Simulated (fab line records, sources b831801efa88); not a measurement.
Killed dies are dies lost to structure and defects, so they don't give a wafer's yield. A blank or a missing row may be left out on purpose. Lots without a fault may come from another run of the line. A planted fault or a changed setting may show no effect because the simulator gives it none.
fab line records | flow sky130
record lots=5 wafers=15 last_day=50
route steps=708 shown VIA1@482 METAL2@483 PAD_OPEN@708
lots that met no fault: from a run of the same line without faults
start_h: hours from the record's first day to the start of the lot's first wafer shown | wait_h: hours since the lot's step before | " the same as in the row above | L1.1+2: a row that stands for several wafers | - no value, or no start given | * or withheld: withheld | < > ~ a bound
route shown NAME@n: a module of which the file shows steps, and the number in the route of the first | usual: mean/standard deviation of fault-free wafers | same: alike in all rows | chamber/n: place in a boat | sites: the reading at each site | _std_site: their standard deviation | _edge_site: outer sites' mean less inner sites' | radius_mm: how far each site lies from the wafer's centre | mask NAME#n: copy n | behind: the tool/chamber that last shaped the wafer | hold: why the lot was held/for how many hours/how that ended | device: the transistor (n, p or np) that didn't switch | end of line: the same wafers' tests at the end of the route | a step without rows: its recipe alone | killed: dies lost to structure and defects at the first sort, not the wafer's yield | map: a wafer's dies, x killed, . not, _ none there
set.NAME: the setting as run; set.NAME@STEP: as run at that earlier step | model.NAME: the simulator's own value behind a step, which no gauge read
lots at some steps of the route; a table a step, a row a wafer
services: from which hour (start_h, from the record's first day; less than 0 if before it) a tool's chamber was out of use, for how many hours, and why
## steps
# step SKY_VIA1_CMP_24
# recipe stop_on=SiO2 t_overpolish_s=15 down_force_psi=3.5 platen_rpm=60 target_thk_nm=0 pad_velocity_m_s=0.94248
# step SKY_METAL2_SPUTTER_00
# recipe material=Ti target_thk_nm=15 power_w=3000 time_s=10 chamber_pressure_pa=0.4
# usual throttle_valve_pct=29.9/1.1
# columns lot.wafer tool chamber start_h wait_h throttle_valve_pct
L818.1 pvd_sputter-04 - 828.74 0.1 32.2
L818.2 " - " " 30.7
L818.5 " - " " 28.7
L827.2 pvd_sputter-04 - 891.94 0.1 32.3
L827.3 " - " " 29.4
L827.6 " - " " 28.9
L831.2 pvd_sputter-04 - 926.31 0.1 30.7
L831.5 " - " " 30.3
L831.6 " - " " 32.2
L833.1 pvd_sputter-03 - 935.29 0.1 30.9
L833.5 " - " " 30.8
L833.6 " - " " 29.8
L837.1 pvd_sputter-04 - 958.72 0.1 32.5
L837.4 " - " " 30.4
L837.6 " - " " 29.2
# step SKY_METAL2_SPUTTER_01
# recipe material=TiN target_thk_nm=20 power_w=6500 time_s=16.7 chamber_pressure_pa=0.4
# usual throttle_valve_pct=30.0/1.1
# columns lot.wafer tool chamber start_h wait_h throttle_valve_pct
L818.1 pvd_sputter-04 - 828.76 0.0 32.1
L818.2 " - " " 30.5
L818.5 " - " " 28.6
L827.2 pvd_sputter-04 - 891.96 0.0 32.2
L827.3 " - " " 29.3
L827.6 " - " " 29.4
L831.2 pvd_sputter-04 - 926.33 0.0 30.9
L831.5 " - " " 30.5
L831.6 " - " " 32.3
L833.1 pvd_sputter-03 - 935.31 0.0 30.8
L833.5 " - " " 30.9
L833.6 " - " " 30.1
L837.1 pvd_sputter-04 - 958.75 0.0 32.5
L837.4 " - " " 30.5
L837.6 " - " " 29.3
# step SKY_METAL2_SPUTTER_02
# recipe material=AlCu target_thk_nm=250 power_w=10600 time_s=13.3 chamber_pressure_pa=0.4
# usual throttle_valve_pct=29.9/1.1
# columns lot.wafer tool chamber start_h wait_h throttle_valve_pct
L818.1 pvd_sputter-04 - 828.79 0.0 32.1
L818.2 " - " " 31.0
L818.5 " - " " 28.3
L827.2 pvd_sputter-04 - 891.99 0.0 32.1
L827.3 " - " " 29.2
L827.6 " - " " 29.3
L831.2 pvd_sputter-04 - 926.36 0.0 30.6
L831.5 " - " " 30.1
L831.6 " - " " 32.2
L833.1 pvd_sputter-03 - 935.34 0.0 30.6
L833.5 " - " " 30.7
L833.6 " - " " 29.9
L837.1 pvd_sputter-04 - 958.77 0.0 32.3
L837.4 " - " " 30.7
L837.6 " - " " 29.1
# step SKY_METAL2_SPUTTER_03
# recipe material=Ti target_thk_nm=5 power_w=3000 time_s=3.3 chamber_pressure_pa=0.4
# usual throttle_valve_pct=30.0/1.1
# columns lot.wafer tool chamber start_h wait_h throttle_valve_pct
L818.1 pvd_sputter-04 - 828.81 0.0 32.1
L818.2 " - " " 30.5
L818.5 " - " " 28.6
L827.2 pvd_sputter-04 - 892.01 0.0 32.4
L827.3 " - " " 29.3
L827.6 " - " " 29.3
L831.2 pvd_sputter-04 - 926.38 0.0 30.4
L831.5 " - " " 30.5
L831.6 " - " " 32.1
L833.1 pvd_sputter-03 - 935.36 0.0 30.9
L833.5 " - " " 30.9
L833.6 " - " " 29.8
L837.1 pvd_sputter-04 - 958.80 0.0 32.1
L837.4 " - " " 30.3
L837.6 " - " " 29.6
# step SKY_METAL2_SPUTTER_04
# recipe material=TiN target_thk_nm=70 power_w=6500 time_s=58.3 chamber_pressure_pa=0.4
# usual throttle_valve_pct=29.9/1.1
# columns lot.wafer tool chamber start_h wait_h throttle_valve_pct
L818.1 pvd_sputter-04 - 828.83 0.0 32.3
L818.2 " - " " 30.6
L818.5 " - " " 28.7
L827.2 pvd_sputter-04 - 892.03 0.0 32.1
L827.3 " - " " 29.3
L827.6 " - " " 29.2
L831.2 pvd_sputter-04 - 926.40 0.0 30.5
L831.5 " - " " 30.6
L831.6 " - " " 32.1
L833.1 pvd_sputter-03 - 935.38 0.0 30.7
L833.5 " - " " 31.0
L833.6 " - " " 30.0
L837.1 pvd_sputter-04 - 958.82 0.0 32.1
L837.4 " - " " 30.2
L837.6 " - " " 29.4
# step SKY_METAL2_RS_MEAS_05
# recipe thk_meas_gauge=four-point-probe reads=TiN_of_METAL2_SPUTTER_04+Ti_of_METAL2_SPUTTER_03+AlCu_of_METAL2_SPUTTER_02+TiN_of_METAL2_SPUTTER_01+Ti_of_METAL2_SPUTTER_00
# usual METAL2_ALCU_RS=0.1265/0.0015
# columns lot.wafer tool chamber start_h wait_h METAL2_ALCU_RS[ohm/sq]
L818.1 film_metro-03 - 828.88 0.0 0.1265
L818.2 " - " " 0.1276
L818.5 " - " " 0.1265
L827.2 film_metro-04 - 892.10 0.0 0.1279
L827.3 " - " " 0.1278
L827.6 " - " " 0.1274
L831.2 film_metro-04 - 926.47 0.0 0.1252
L831.5 " - " " 0.1252
L831.6 " - " " 0.1242
L833.1 film_metro-02 - 935.43 0.0 0.1278
L833.5 " - " " 0.1286
L833.6 " - " " 0.1283
L837.1 film_metro-04 - 958.86 0.0 0.1254
L837.4 " - " " 0.1269
L837.6 " - " " 0.1260
# step SKY_METAL2_THK_MEAS_06
# recipe thk_meas_gauge=xrf reads=AlCu_of_METAL2_SPUTTER_02
# usual METAL2_ALCU_THK=249/3.5
# columns lot.wafer tool chamber start_h wait_h METAL2_ALCU_THK[nm]
L818.1 film_metro-03 - 829.00 0.1 249
L818.2 " - " " 249
L818.5 " - " " 251
L827.2 film_metro-04 - 892.21 0.1 245
L827.3 " - " " 245
L827.6 " - " " 246
L831.2 film_metro-04 - 926.58 0.1 248
L831.5 " - " " 250
L831.6 " - " " 253
L833.1 film_metro-02 - 935.55 0.1 246
L833.5 " - " " 244
L833.6 " - " " 244
L837.1 film_metro-04 - 958.98 0.1 248
L837.4 " - " " 245
L837.6 " - " " 248
# step SKY_METAL2_DEHYDRATE_07
# recipe temp_c=200 time_s=60
# step SKY_METAL2_HMDS_08
# recipe prime_time_s=60 prime_temp_c=120
# step SKY_METAL2_COAT_09
# recipe resist=BARC temp_c=withheld time_s=withheld spin_rpm=3000 resist_thk_nm=60
# step SKY_METAL2_COAT_10
# recipe resist=KrF-thick spin_rpm=3000 resist_thk_nm=450
# step SKY_METAL2_SOFTBAKE_11
# recipe temp_c=100 time_s=90 resist=KrF-thick
# usual heater_power_total_W=57.35/0.1 run_length_s=119.26/0.15
# columns lot.wafer tool chamber start_h wait_h heater_power_total_W run_length_s
L818.1 litho_track-04 0 842 - 57.37 119.27
L818.2 " 0 " " 57.42 119.14
L818.5 " 0 " " 57.43 119.54
L827.2 litho_track-02 0 904 - 57.48 119.10
L827.3 " 0 " " 58.51 114.18
L827.6 " 0 " " 57.35 119.05
L831.2 litho_track-03 0 938 - 57.32 119.39
L831.5 " 0 " " 57.29 119.37
L831.6 " 0 " " 57.34 119.55
L833.1 litho_track-04 0 948 - 57.23 119.33
L833.5 " 0 " " 57.30 119.25
L833.6 " 0 " " 57.30 119.26
L837.1 litho_track-02 0 971 - 57.42 119.06
L837.4 " 0 " " 57.25 119.15
L837.6 " 0 " " 57.38 119.08
# step SKY_METAL2_EXPOSE_12
# recipe mask_id=MM2 na=0.8 source_shape=annular sigma_inner=0.55 sigma_outer=0.85 target_cd_nm=140 dose_mj=28
# step SKY_PAD_OPEN_PROBE_99
# usual defect_limited_yield=82.4/1.9 killed_at_M0_to_M3=44/7.5 killed_at_M4_up=3.2/1.9 killed_at_contacts=23/4.7 killed_at_front_end=15/4.7 killed_at_other=0.4/0.66 killed_dies=87/9.3 killed_open=47/7.2 killed_short=39/6.5 sort_bin_3_pad_short=0.8/0.39 sort_bin_5_function=10.5/1.4 sort_bin_6_memory=6.3/1.2 sort_n_pass=405/9.3 sort_yield_pct=82.4/1.9
# same gross_dies=492 killed_at_back_side=0 sort_bin_4_leakage[%]=0 sort_bin_8_speed[%]=0
# columns lot.wafer tool chamber start_h wait_h defect_limited_yield[%] killed_at_M0_to_M3 killed_at_M4_up killed_at_contacts killed_at_front_end killed_at_other killed_dies killed_open killed_short sort_bin_3_pad_short[%] sort_bin_5_function[%] sort_bin_6_memory[%] sort_n_pass sort_yield_pct[%]
L818.1 prober-01 - 1106.97 0.1 85.2 43 1 20 8 1 73 46 27 0.6 10.2 4.1 419 85.2
L818.2 prober-01 - 1107.02 0.1 81.3 52 6 21 13 0 92 49 43 0.6 12.6 5.5 400 81.3
L818.5 prober-01 - 1107.17 0.2 82.3 50 6 20 11 0 87 43 44 0.6 9.3 7.7 405 82.3
L827.2 prober-02 - 1149.79 0.1 81.7 46 6 26 12 0 90 46 44 0.8 11.8 5.7 402 81.7
L827.3 prober-02 - 1149.84 0.2 84.8 34 2 27 12 0 75 44 31 0.8 9.8 4.7 417 84.8
L827.6 prober-02 - 1149.99 0.2 81.1 48 5 29 10 1 93 52 41 1.2 10.8 6.9 399 81.1
L831.2 prober-01 - 1174.41 0.1 80.9 41 4 26 23 0 94 60 34 1.0 11.0 7.1 398 80.9
L831.5 prober-01 - 1174.56 0.2 83.1 45 2 20 16 0 83 47 35 0.6 8.9 7.3 409 83.1
L831.6 prober-01 - 1174.61 0.2 83.9 49 1 21 7 1 79 46 33 1.0 9.1 5.9 413 83.9
L833.1 prober-02 - 1180.60 0.1 81.5 39 3 28 20 1 91 49 42 0.8 9.6 8.1 401 81.5
L833.5 prober-02 - 1180.80 0.2 86.2 31 0 18 19 0 68 29 39 0.8 8.3 4.7 424 86.2
L833.6 prober-02 - 1180.85 0.2 79.7 46 2 30 21 1 100 57 43 1.4 11.6 7.3 392 79.7
L837.1 prober-01 - 1201.19 0.1 86.6 25 4 15 22 0 66 40 26 0.6 9.6 3.3 426 86.6
L837.4 prober-01 - 1201.34 0.2 86.2 38 4 10 16 0 68 32 36 0.8 7.5 5.5 424 86.2
L837.6 prober-01 - 1201.44 0.2 82.7 34 7 26 18 0 85 51 34 1.0 11.0 5.3 407 82.7
# killed by level:class
L818.1 VIA1:geometric_particle:open=14 LI_CONTACT:geometric_particle:open=8 CONTACT:geometric_particle:open=7 VIA2:geometric_particle:open=6 VIA1:geometric_particle:short=4 VIA3:geometric_particle:open=4 FIELD_ISO:geometric_particle:open=3 METAL1:geometric_particle:short=3
L818.2 VIA1:geometric_particle:open=13 LI_CONTACT:geometric_particle:open=10 VIA1:geometric_particle:short=7 VIA3:geometric_particle:open=7 FIELD_ISO:geometric_particle:short=6 LI_CONTACT:geometric_particle:short=4 METAL1:geometric_particle:short=4 METAL2:geometric_particle:short=4
L818.5 VIA1:geometric_particle:open=10 VIA1:geometric_particle:short=9 VIA3:geometric_particle:open=6 LI_CONTACT:geometric_particle:open=6 CONTACT:geometric_particle:open=6 METAL2:geometric_particle:short=6 FIELD_ISO:geometric_particle:short=5 CONTACT:geometric_particle:short=5
L827.2 VIA1:geometric_particle:open=13 LI_CONTACT:geometric_particle:open=10 CONTACT:geometric_particle:short=6 VIA1:geometric_particle:short=6 VIA3:geometric_particle:open=6 METAL1:geometric_particle:short=5 VIA2:geometric_particle:open=5 FIELD_ISO:geometric_particle:open=4
L827.3 CONTACT:geometric_particle:open=11 VIA1:geometric_particle:open=8 VIA3:geometric_particle:open=7 LI_CONTACT:geometric_particle:open=6 CONTACT:geometric_particle:short=5 METAL2:geometric_particle:short=5 VIA2:geometric_particle:open=4 METAL1:geometric_particle:short=4
L827.6 CONTACT:geometric_particle:open=12 VIA1:geometric_particle:open=12 METAL1:geometric_particle:short=8 VIA3:geometric_particle:open=7 LOCAL_INTERCONNECT:geometric_particle:short=6 VIA3:geometric_particle:short=6 LI_CONTACT:geometric_particle:open=5 VIA1:geometric_particle:short=5
L831.2 FIELD_ISO:geometric_particle:open=10 CONTACT:geometric_particle:open=9 VIA1:geometric_particle:open=9 VIA2:geometric_particle:open=9 VIA3:geometric_particle:open=8 LI_CONTACT:geometric_particle:open=7 LI_CONTACT:geometric_particle:short=5 FIELD_ISO:geometric_particle:short=4
L831.5 VIA1:geometric_particle:open=9 VIA3:geometric_particle:open=8 LI_CONTACT:geometric_particle:open=7 VIA2:geometric_particle:open=6 POLY_GATE:geometric_particle:open=5 LOCAL_INTERCONNECT:geometric_particle:short=5 METAL2:geometric_particle:short=5 FIELD_ISO:geometric_particle:open=4
L831.6 VIA1:geometric_particle:open=9 CONTACT:geometric_particle:open=9 VIA2:geometric_particle:open=7 VIA3:geometric_particle:open=6 VIA1:geometric_particle:short=5 METAL2:geometric_particle:short=5 VIA2:geometric_particle:short=5 LI_CONTACT:geometric_particle:open=4
L833.1 LOCAL_INTERCONNECT:geometric_particle:short=12 VIA1:geometric_particle:open=11 VIA3:geometric_particle:open=8 LI_CONTACT:geometric_particle:open=7 FIELD_ISO:geometric_particle:open=6 CONTACT:geometric_particle:open=6 FIELD_ISO:geometric_particle:short=5 POLY_GATE:geometric_particle:open=4
L833.5 VIA1:geometric_particle:open=9 FIELD_ISO:geometric_particle:short=7 METAL3:geometric_particle:short=5 LI_CONTACT:geometric_particle:open=4 LOCAL_INTERCONNECT:geometric_particle:short=4 CONTACT:geometric_particle:short=4 METAL1:geometric_particle:short=4 FIELD_ISO:geometric_particle:open=3
L833.6 VIA1:geometric_particle:open=15 LI_CONTACT:geometric_particle:open=9 CONTACT:geometric_particle:open=8 VIA3:geometric_particle:open=7 FIELD_ISO:geometric_particle:open=6 POLY_GATE:geometric_particle:short=6 LOCAL_INTERCONNECT:geometric_particle:short=6 VIA1:geometric_particle:short=5
L837.1 VIA1:geometric_particle:open=9 POLY_GATE:geometric_particle:short=8 LI_CONTACT:geometric_particle:open=6 POLY_GATE:geometric_particle:open=5 SPACER:geometric_particle:short=3 POLY_CUT:geometric_particle:open=3 METAL4:geometric_particle:short=3 CONTACT:geometric_particle:short=3
L837.4 METAL2:geometric_particle:short=8 VIA2:geometric_particle:open=6 VIA1:geometric_particle:open=6 FIELD_ISO:geometric_particle:short=5 FIELD_ISO:geometric_particle:open=5 CONTACT:geometric_particle:open=4 VIA3:geometric_particle:open=4 LI_CONTACT:geometric_particle:open=3
L837.6 CONTACT:geometric_particle:open=13 METAL2:geometric_particle:short=10 VIA1:geometric_particle:open=7 LI_CONTACT:geometric_particle:open=6 VIA2:geometric_particle:open=6 FIELD_ISO:geometric_particle:open=5 POLY_GATE:geometric_particle:open=5 POLY_GATE:geometric_particle:short=4
## services
# columns tool chamber start_h hours kind
pvd_sputter-03 - 825.67 2.4 repair
pvd_sputter-04 - 847.47 0.7 repair
pvd_sputter-03 - 873.19 15.0 repair
pvd_sputter-04 - 916.36 3.7 repair
pvd_sputter-03 - 926.00 1.3 repair
pvd_sputter-04 - 967.10 2.8 repair
## key
first_sign step=SKY_METAL2_SOFTBAKE_11 reading=run_length_s direction=down sigmas=33 usual=* struck=*
effect step=SKY_METAL2_SOFTBAKE_11 reading=heater_power_total_W direction=up sigmas=11 usual=* struck=*
met_at SKY_METAL2_SOFTBAKE_11
struck_wafers L827.3
fault kind=process_parameter_drift tool=litho_track-02 chamber=- onset_h=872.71 steps=SKY_METAL2_SOFTBAKE_11 channel=time_s offset=* shape=step end_h=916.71 scope=struck_wafers_only acts_in=* stated=*
